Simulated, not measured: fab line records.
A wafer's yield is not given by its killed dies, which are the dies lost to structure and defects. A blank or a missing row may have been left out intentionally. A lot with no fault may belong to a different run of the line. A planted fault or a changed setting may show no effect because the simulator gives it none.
The same fault as seen by 2 desks	flow sfq-line	only its own numbers are on each desk; what lay behind them is given at the end

== AT THE METROLOGY DESK ==
Means of the sampled wafers that have a number, per lot and without regard to the tool the lot ran on: this is what the gauges read. The brackets show how far a lot's mean lies from the usual mean; more than 4 standard deviations puts the lot out of limits, marked OUT.
Columns: A = I4_BOW at SFQ_I4_BOW_MEAS_927, usual 2 um; B = I5_OVL at SFQ_I5_OVL_MEAS_936, usual 4 nm
lot	first seen here	A	B
L939	day 45 19:31	-11	5
L941	day 46 06:28	-2	10
L943	day 46 13:42	-7	4
L944	day 46 21:25	-0	9
L945	day 47 01:43	6	9
L952	day 50 01:34	-1	-1
L953	day 50 04:08	8	-6
L954	day 50 13:59	-18	5
L955	day 50 18:11	5	-0
L956	day 51 05:47	8	7
L957	day 51 11:47	5	9
L958	day 51 14:58	-7	2
L960	day 52 01:26	-1	8
L961	day 53 00:29	8	1
Finding of this desk: none of the 14 lots has anything out of limits.

== THE TOOL OWNER'S DESK: cmp-01 ==
The tool's own readings at SFQ_TRILAYER_I7_CMP_CMP_184 (polishes SiO2): means of the sampled wafers that have a number, for each lot that ran on this tool. The brackets show how far a lot's mean lies from the usual mean; more than 4 standard deviations puts the lot out of limits, marked OUT.
Columns: A = motor-current-A at SFQ_TRILAYER_I7_CMP_CMP_184, usual 10.7 A; B = platen-rpm at SFQ_TRILAYER_I7_CMP_CMP_184, usual 60.00 rpm; C = time-to-endpoint-s at SFQ_TRILAYER_I7_CMP_CMP_184, usual 217 s
lot	first seen here	A	B	C
L939	day 77 11:46	10.2	60.01	217
L943	day 77 20:46	12.0	60.02	215
L944	day 81 10:30	10.2	65.97 (+99 or more) OUT	202
L945	day 81 12:56	11.9	65.98 (+99 or more) OUT	195
L956	day 85 00:34	10.1	60.01	222
L961	day 86 01:52	10.3	59.99	226
This desk's finding: out of limits on L944, L945; first on L944, day 81 10:30 (platen-rpm at SFQ_TRILAYER_I7_CMP_CMP_184). L939, L943, L956, L961: within limits.

== BROUGHT TOGETHER ==
The tool owner's desk had the chance to raise an alarm at day 81 10:30 on L944, L945.
Nothing out of limits was seen by the metrology desk.
The metrology desk holds a record of L944, L945, inside its limits.
On cmp-01, each named lot ran SFQ_TRILAYER_I7_CMP_CMP_184.

== WHAT THE SIMULATOR PUT IN ==
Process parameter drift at SFQ_TRILAYER_I7_CMP_CMP_184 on cmp-01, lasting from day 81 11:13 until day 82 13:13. A move of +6 in setting platen-rpm, from 60. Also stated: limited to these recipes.
Struck lots among those shown: L944, L945.
